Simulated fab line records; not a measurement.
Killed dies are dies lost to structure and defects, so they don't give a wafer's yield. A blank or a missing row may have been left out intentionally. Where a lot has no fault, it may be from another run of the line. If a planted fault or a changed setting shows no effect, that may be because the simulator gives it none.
Chamber matching | flow gf180mcu | 4 sister chambers for GF_V4_CMP_04 on cmp-02
The step polishes SiO2. 20 wafers are shown with their chamber, then 10 later ones without.

WAFERS PAIRED WITH THEIR CHAMBERS
wafer  | chamber | motor-current-A (A) | time-to-endpoint-s (s)
L358.2 | 3       | 12.8                | 81
L358.3 | 1       | 10.0                | 78
L358.5 | 2       | 14.3                | 80
L362.1 | 3       | 13.0                | 84
L362.3 | 1       | 10.1                | 84
L362.6 | 1       | 10.0                | 85
L361.1 | 1       | 10.2                | 78
L361.2 | 0       | 11.0                | 83
L361.6 | 0       | 11.4                | 85
L363.3 | 2       | 13.2                | 82
L363.4 | 1       | 9.9                 | 85
L363.6 | 2       | 13.9                | 79
L367.3 | 2       | 14.1                | 81
L367.5 | 2       | 14.2                | 83
L367.6 | 1       | 9.9                 | 85
L369.3 | 0       | 11.3                | 80
L369.5 | 1       | 9.6                 | 91
L369.6 | 0       | 11.3                | 82
L370.2 | 2       | 14.3                | 81
L370.5 | 2       | 13.9                | 88

SIGNATURES, as means of the wafers listed above
reading            | chamber 0 | chamber 1 | chamber 2 | chamber 3 | scatter within a chamber
motor-current-A    | 11.250    | 9.957     | 13.986    | 12.900    | 0.276
time-to-endpoint-s | 82.50     | 83.71     | 82.00     | 82.50     | 3.47
Rule: distance of a wafer from a chamber = root of the sum over the readings of ((wafer's reading minus chamber's mean) / reading's scatter) squared. If the next closest chamber is less than 2 further off than the closest, the wafer can't be placed; otherwise it belongs to the closest. How the scatter is found: for the shown wafers, subtract from each reading the mean of its chamber, square and add these, divide the total by (wafers less chambers), then take the root.

WAFERS WITH NO CHAMBER GIVEN
wafer  | motor-current-A (A) | time-to-endpoint-s (s)
L370.6 | 12.6                | 90
L373.1 | 13.9                | 83
L373.2 | 9.9                 | 84
L373.4 | 11.0                | 84
L379.1 | 12.6                | 84
L379.2 | 13.6                | 85
L379.4 | 10.1                | 93
L381.2 | 13.3                | 77
L381.3 | 13.6                | 77
L381.4 | 10.4                | 86

EACH ONE'S CHAMBER
wafer  | from the rows above     | in truth
L370.6 | 3                       | 3
L373.1 | 2                       | 2
L373.2 | 1                       | 1
L373.4 | 0                       | 0
L379.1 | 3                       | 3
L379.2 | can't be placed: 2 or 3 | 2
L379.4 | 1                       | 1
L381.2 | can't be placed: 3 or 2 | 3
L381.3 | can't be placed: 2 or 3 | 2
L381.4 | can't be placed: 1 or 0 | 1
Correct placement for 6 of the 10. Can't be placed from these rows: 4 (the true chamber is among the candidates in 4). Number placed wrongly: 0.
